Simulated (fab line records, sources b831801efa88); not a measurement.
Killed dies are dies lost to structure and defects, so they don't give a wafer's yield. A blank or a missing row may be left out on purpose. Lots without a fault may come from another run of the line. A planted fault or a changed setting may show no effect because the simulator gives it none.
fab line records | flow gf180mcu
record lots=14 wafers=42 last_day=34
route steps=602 shown SAB@272 CONTACT@292 M2@367
lots that met no fault: from a run of the same line without faults
start_h: hours from the record's first day to the start of the lot's first wafer shown | wait_h: hours since the lot's step before | " the same as in the row above | L1.1+2: a row that stands for several wafers | - no value, or no start given | * or withheld: withheld | < > ~ a bound
route shown NAME@n: a module of which the file shows steps, and the number in the route of the first | usual: mean/standard deviation of fault-free wafers | same: alike in all rows | chamber/n: place in a boat | sites: the reading at each site | _std_site: their standard deviation | _edge_site: outer sites' mean less inner sites' | radius_mm: how far each site lies from the wafer's centre | mask NAME#n: copy n | behind: the tool/chamber that last shaped the wafer | hold: why the lot was held/for how many hours/how that ended | device: the transistor (n, p or np) that didn't switch | end of line: the same wafers' tests at the end of the route | a step without rows: its recipe alone | killed: dies lost to structure and defects at the first sort, not the wafer's yield | map: a wafer's dies, x killed, . not, _ none there
set.NAME: the setting as run; set.NAME@STEP: as run at that earlier step | model.NAME: the simulator's own value behind a step, which no gauge read
steps of the route over a sample of lots; a table a step, a row a wafer
## steps
# step GF_SAB_DEVELOP_08
# recipe develop_time_s=60 dev_temp_c=23
# usual chill_plate_temp_C=23.00/0.11 develop_time_s=60/0
# columns lot.wafer tool chamber start_h wait_h chill_plate_temp_C develop_time_s
L715.1 litho_track-04 0 339.45 0.1 22.96 60
L715.4 " 0 " " 22.94 60
L715.5 " 0 " " 23.09 60
L716.1 litho_track-01 0 346.17 0.1 23.06 60
L716.3 " 0 " " 23.15 60
L716.6 " 0 " " 23.00 60
L717.2 litho_track-04 0 356.68 0.1 22.96 60
L717.3 " 0 " " 23.11 60
L717.6 " 0 " " 22.92 60
L720.1 litho_track-01 0 384.67 0.1 23.00 60
L720.2 " 0 " " 22.99 60
L720.3 " 0 " " 23.04 60
L725.1 litho_track-01 - 435.97 0.1 - -
L725.3 " - " " - -
L725.4 " - " " - -
L726.1 litho_track-02 - 437.20 0.1 - -
L726.2 " - " " - -
L726.5 " - " " - -
L729.1 litho_track-02 0 468.05 0.1 23.22 60
L729.2 " 0 " " 22.94 60
L729.5 " 0 " " 23.04 60
L731.2 litho_track-01 0 479.14 0.1 23.08 60
L731.4 " 0 " " 23.14 60
L731.5 " 0 " " 22.99 60
L732.2 litho_track-01 0 487.14 0.1 22.98 60
L732.5 " 0 " " 23.04 60
L732.6 " 0 " " 23.01 60
L733.1 litho_track-01 0 493.17 0.1 22.97 60
L733.2 " 0 " " 23.00 60
L733.6 " 0 " " 22.98 60
L734.1 litho_track-01 0 503.47 0.1 23.04 60
L734.3 " 0 " " 23.11 60
L734.4 " 0 " " 22.99 60
L735.1 litho_track-01 0 514.67 0.1 23.06 60
L735.4 " 0 " " 23.14 60
L735.5 " 0 " " 23.02 60
L736.2 litho_track-04 0 519.77 0.1 22.80 60
L736.5 " 0 " " 22.87 60
L736.6 " 0 " " 22.90 60
L737.1 litho_track-01 0 523.97 0.1 22.90 60
L737.2 " 0 " " 22.88 60
L737.6 " 0 " " 23.01 60
# step GF_SAB_CD_MEAS_09
# recipe target_cd_nm=420
# usual cd_nm=419.6/2.1
# columns lot.wafer tool chamber start_h wait_h cd_nm
L715.1 cd_sem-02 - 339.60 0.1 419.6
L715.4 " - " " 419.5
L715.5 " - " " 420.0
L716.1 cd_sem-01 - 346.32 0.1 421.1
L716.3 " - " " 418.3
L716.6 " - " " 418.8
L717.2 cd_sem-02 - 356.82 0.1 415.5
L717.3 " - " " 418.4
L717.6 " - " " 415.3
L720.1 cd_sem-02 - 384.82 0.1 415.8
L720.2 " - " " 417.6
L720.3 " - " " 417.4
L725.1 cd_sem-02 - 436.12 0.1 -
L725.3 " - " " -
L725.4 " - " " -
L726.1 cd_sem-01 - 437.35 0.1 -
L726.2 " - " " -
L726.5 " - " " -
L729.1 cd_sem-01 - 468.20 0.1 423.4
L729.2 " - " " 421.6
L729.5 " - " " 420.9
L731.2 cd_sem-01 - 479.29 0.1 421.0
L731.4 " - " " 419.0
L731.5 " - " " 418.2
L732.2 cd_sem-02 - 487.29 0.1 419.0
L732.5 " - " " 418.9
L732.6 " - " " 419.0
L733.1 cd_sem-01 - 493.32 0.1 419.8
L733.2 " - " " 422.2
L733.6 " - " " 421.2
L734.1 cd_sem-02 - 503.62 0.1 420.6
L734.3 " - " " 422.3
L734.4 " - " " 425.4
L735.1 cd_sem-01 - 514.82 0.1 420.2
L735.4 " - " " 418.0
L735.5 " - " " 419.9
L736.2 cd_sem-02 - 519.92 0.1 418.9
L736.5 " - " " 420.3
L736.6 " - " " 418.5
L737.1 cd_sem-02 - 524.12 0.1 418.4
L737.2 " - " " 419.4
L737.6 " - " " 419.5
# step GF_CONTACT_BOW_MEAS_05
# recipe mode=bow
# usual CONTACT_BOW=65/6.8
# columns lot.wafer tool chamber start_h wait_h CONTACT_BOW[um]
L715.1 film_metro-04 - 341.17 0.1 58
L715.4 " - " " 69
L715.5 " - " " 64
L716.1 film_metro-03 - 347.89 0.2 59
L716.3 " - " " 66
L716.6 " - " " 57
L717.2 film_metro-01 - 358.40 0.2 55
L717.3 " - " " 70
L717.6 " - " " 66
L720.1 film_metro-04 - 386.50 0.2 53
L720.2 " - " " 66
L720.3 " - " " 68
L729.1 film_metro-03 - 469.75 0.1 70
L729.2 " - " " 73
L729.5 " - " " 62
L731.2 film_metro-04 - 480.84 0.2 73
L731.4 " - " " 55
L731.5 " - " " 60
L732.2 film_metro-01 - 488.85 0.2 63
L732.5 " - " " 70
L732.6 " - " " 45
L733.1 film_metro-01 - 494.87 0.1 60
L733.2 " - " " 56
L733.6 " - " " 68
L734.1 film_metro-01 - 505.17 0.2 63
L734.3 " - " " 55
L734.4 " - " " 55
L735.1 film_metro-03 - 516.38 0.2 73
L735.4 " - " " 59
L735.5 " - " " 70
L736.2 film_metro-04 - 521.47 0.1 74
L736.5 " - " " 67
L736.6 " - " " 52
L737.1 film_metro-04 - 525.79 0.1 67
L737.2 " - " " 57
L737.6 " - " " 70
# step GF_M2_RS_MEAS_05
# recipe thk_meas_gauge=four-point-probe reads=TiN_of_M2_SPUTTER_04+Ti_of_M2_SPUTTER_03+AlCu_of_M2_SPUTTER_02+TiN_of_M2_SPUTTER_01+Ti_of_M2_SPUTTER_00
# usual M2_ALCU_RS=0.0693/0.00096
# columns lot.wafer tool chamber start_h wait_h M2_ALCU_RS[ohm/sq]
L715.1 film_metro-04 - 414.17 0.0 0.0706
L715.4 " - " " 0.0698
L715.5 " - " " 0.0704
L716.1 film_metro-04 - 422.38 0.0 0.0682
L716.3 " - " " 0.0683
L716.6 " - " " 0.0680
L717.2 film_metro-02 - 432.13 0.0 0.0685
L717.3 " - " " 0.0689
L717.6 " - " " 0.0680
L720.1 film_metro-02 - 463.00 0.0 0.0697
L720.2 " - " " 0.0695
L720.3 " - " " 0.0691
L729.1 film_metro-01 - 544.91 0.0 0.0686
L729.2 " - " " 0.0689
L729.5 " - " " 0.0694
L731.2 film_metro-02 - 555.97 0.0 0.0685
L731.4 " - " " 0.0699
L731.5 " - " " 0.0701
L732.2 film_metro-02 - 561.88 0.0 0.0695
L732.5 " - " " 0.0690
L732.6 " - " " 0.0701
L733.1 film_metro-02 - 567.83 0.0 0.0708
L733.2 " - " " 0.0701
L733.6 " - " " 0.0703
L734.1 film_metro-02 - 578.80 0.0 0.0678
L734.3 " - " " 0.0674
L734.4 " - " " 0.0688
L735.1 film_metro-02 - 587.45 0.0 0.0693
L735.4 " - " " 0.0705
L735.5 " - " " 0.0684
L736.2 film_metro-02 - 592.22 0.0 0.0693
L736.5 " - " " 0.0691
L736.6 " - " " 0.0685
L737.1 film_metro-04 - 596.98 0.0 0.0682
L737.2 " - " " 0.0698
L737.6 " - " " 0.0703
## key
first_sign step=GF_SAB_DEVELOP_08 reading=tool_record direction=missing
effect none on later readings
met_at GF_SAB_DEVELOP_08
struck_lots L725,L726
later_rows_left_out L725.1,L725.3,L725.4,L726.1,L726.2,L726.5
sort_left_out L725.1,L725.3,L725.4,L726.1,L726.2,L726.5
tester_left_out L725,L726
not_acting_at GF_SAB_CD_MEAS_09,GF_CONTACT_BOW_MEAS_05,GF_M2_RS_MEAS_05
onset_between 384.67 435.97
fault kind=skipped_step_whole tool=litho_track-01,litho_track-02 chamber=- onset_h=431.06 steps=GF_SAB_DEVELOP_08 scope=struck_lots_only
# tester_left_out: of these lots the tester's yield and bins aren't shown, on N5 and GAA mostly nor the transistor test; their killed dies are dies lost to structure and defects alone, not to doping, threshold or leakage, so they don't give the yield
# sort_left_out: the simulated sort isn't trusted on such a fault, so these wafers' sort isn't shown, and their yield isn't known
# later_rows_left_out: the simulator's readings of these wafers behind a module that went badly wrong aren't trusted and aren't shown, but for the sort
